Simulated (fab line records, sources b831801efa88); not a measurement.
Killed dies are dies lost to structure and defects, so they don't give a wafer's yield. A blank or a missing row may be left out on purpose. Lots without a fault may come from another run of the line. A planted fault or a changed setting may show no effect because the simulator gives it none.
A struck lot beside a sound one | flow sky130 | 24 steps out of a route of 708
Sound: wafers L554.1, L554.4, L554.6. Struck: wafers L567.2, L567.4, L567.6. The cause comes at the end.
At each step with rows: each side's tool, then ch and its chambers, then its first start. Under that, the readings that differ: sound wafers | struck wafers | difference of the means | sigmas: that difference in standard deviations of wafers without a fault.
alike: readings whose means differ by less than 2 such deviations, and words and numbers that are the same on both sides. not compared: withheld readings, readings that some wafer has no value for, bounds like >300 that may hide the same value, and numbers for which the record gives no deviation and whose values overlap.
The two part at a step that has a row with sigmas, a row that says differs or no value, or rows on one side only. Numbers that don't overlap but have no deviation are shown without sigmas and don't part them. A reading that every wafer of one side lacks parts them only if that side has two wafers or more.

SKY_LI_CONTACT_SPUTTER_19: material Ti, target thk 20 nm, time 106.37 s.
  sound on pvd_sputter-01, day 30 18:05; struck on pvd_sputter-03, day 35 01:42
  alike: throttle_valve_pct
SKY_LI_CONTACT_SPUTTER_20: material TiN, target thk 20 nm, time 80 s.
  sound on pvd_sputter-01, day 30 18:09; struck on pvd_sputter-03, day 35 01:46
  alike: throttle_valve_pct
SKY_LI_CONTACT_CVD_21: deposits W, target thk 400 nm, time 120.56 s.
  sound on cvd_w-02 ch 0, day 30 18:13; struck on cvd_w-01 ch 0,1, day 35 01:50
  alike: heater_power_w
SKY_LI_CONTACT_RS_MEAS_22: measures by four-point-probe.
  sound on film_metro-02, day 30 18:20; struck on film_metro-04, day 35 01:59
  alike: LI_CONTACT_W_RS
SKY_LI_CONTACT_THK_MEAS_23: measures by xrf.
  sound on film_metro-02, day 30 18:28; struck on film_metro-04, day 35 02:05
  alike: LI_CONTACT_W_THK
SKY_LI_CONTACT_CMP_24: polishes, stops on PSG, t overpolish 20 s, target thk 0 nm.
  sound on cmp-02 ch 0,2,3, day 30 18:37; struck on cmp-02 ch 1,2, day 35 02:19
  reading                 | sound             | struck            | difference | sigmas
  edge_zone_pressure_frac | 1.012 1.002 1.010 | 0.994 0.999 0.993 | -0.013     | -2
  alike: motor_current_A, overpolish_run_s, retaining_ring_pressure_frac, time_to_endpoint_s
then, 1 step without rows for these wafers: SKY_LOCAL_INTERCONNECT_SPUTTER_00 (material TiN, target thk 100 nm, time 83.3 s).
SKY_LOCAL_INTERCONNECT_RS_MEAS_01: measures by four-point-probe.
  sound on film_metro-01, day 30 18:53; struck on film_metro-04, day 35 02:41
  alike: LOCAL_INTERCONNECT_TIN_RS
SKY_LOCAL_INTERCONNECT_THK_MEAS_02: measures by xrf.
  sound on film_metro-01, day 30 19:00; struck on film_metro-04, day 35 02:48
  alike: LOCAL_INTERCONNECT_TIN_THK
then, 3 steps without rows for these wafers: SKY_LOCAL_INTERCONNECT_DEHYDRATE_03 (time 60 s); SKY_LOCAL_INTERCONNECT_HMDS_04 (prime time 60 s); SKY_LOCAL_INTERCONNECT_COAT_05 (resist thk 60 nm).
SKY_LOCAL_INTERCONNECT_COAT_06: resist thk 450 nm.
  sound on litho_track-02 ch 0, day 31 08:00; struck on litho_track-03 ch 0, day 35 15:00
  reading                                                   | sound                | struck               | difference | sigmas
  spin_speed_rpm (rpm)                                      | 3000.0 2998.8 3000.1 | 2930.9 2932.1 2933.9 | -67.3      | -37
  model.KrF-thick_of_LOCAL_INTERCONNECT_COAT_06.thk_nm (nm) | 449.5 449.5 448.3    | 455.8 455.6 455.5    | +6.5       |
then, 4 steps without rows for these wafers: SKY_LOCAL_INTERCONNECT_SOFTBAKE_07 (time 91.17 s); SKY_LOCAL_INTERCONNECT_EXPOSE_08 (exposes mask LI1M, target cd 170 nm); SKY_LOCAL_INTERCONNECT_PEB_09; SKY_LOCAL_INTERCONNECT_DEVELOP_10 (develop time 60 s).
SKY_LOCAL_INTERCONNECT_CD_MEAS_11: target cd 170 nm.
  sound on cd_sem-02, day 31 23:32; struck on cd_sem-01, day 36 03:59
  reading    | sound             | struck            | difference | sigmas
  cd_nm (nm) | 167.2 168.7 168.8 | 171.2 172.7 172.2 | +3.8       | +3
SKY_LOCAL_INTERCONNECT_OVL_MEAS_12:
  sound on overlay-01, day 31 23:40; struck on overlay-01, day 36 04:05
  alike: LOCAL_INTERCONNECT_OVL
SKY_LOCAL_INTERCONNECT_ETCH_13: etches BARC in N2/H2, stops on SiO2, time 47.1 s, target depth 60 nm.
  sound on rie_metal-03 ch 0,1, day 31 23:42; struck on rie_metal-03 ch 0,1, day 36 04:07
  alike: drypump_motor_current_A, h2_flow_sccm, he_backside_leak_sccm, oes_product_au, throttle_valve_pct
  not compared: rf_hours_counter_h
SKY_LOCAL_INTERCONNECT_METAL_ETCH_14: etches TiN in Cl2/BCl3, stops on PSG, target depth 110 nm, time 31.4 s.
  sound on rie_metal-03 ch 0,1, day 31 23:46; struck on rie_metal-03 ch 0,1, day 36 04:11
  reading                                                   | sound             | struck            | difference | sigmas
  model.KrF-thick_of_LOCAL_INTERCONNECT_COAT_06.thk_nm (nm) | 347.6 344.3 346.5 | 349.7 354.7 349.3 | +5.1       |
  alike: bcl3_flow_sccm, drypump_motor_current_A, he_backside_leak_sccm, oes_product_au, throttle_valve_pct
  not compared: rf_hours_counter_h
SKY_LOCAL_INTERCONNECT_STRIP_15: strips in O2/N2.
  sound on plasma_asher-02 ch 0,1, day 31 23:49; struck on plasma_asher-02 ch 0,1, day 36 04:14
  reading                      | sound             | struck            | difference | sigmas
  strip_time_to_endpoint_s (s) | 4.691 4.674 4.699 | 4.729 4.787 4.751 | +0.068     | +3
  alike: drypump_motor_current_A, oes_product_au
  not compared: rf_hours_counter_h
then, 1 step without rows for these wafers: SKY_LOCAL_INTERCONNECT_STRIP_16 (strips in post etch residue remover, time 1200 s).
SKY_PAD_OPEN_PROBE_99:
  the record has rows for the sound wafers here (prober-01, day 47 02:41) and none for the struck ones

WHERE THEY PART
First at SKY_LI_CONTACT_CMP_24; last, within this record, at SKY_PAD_OPEN_PROBE_99.

WHY: what the simulator had put in
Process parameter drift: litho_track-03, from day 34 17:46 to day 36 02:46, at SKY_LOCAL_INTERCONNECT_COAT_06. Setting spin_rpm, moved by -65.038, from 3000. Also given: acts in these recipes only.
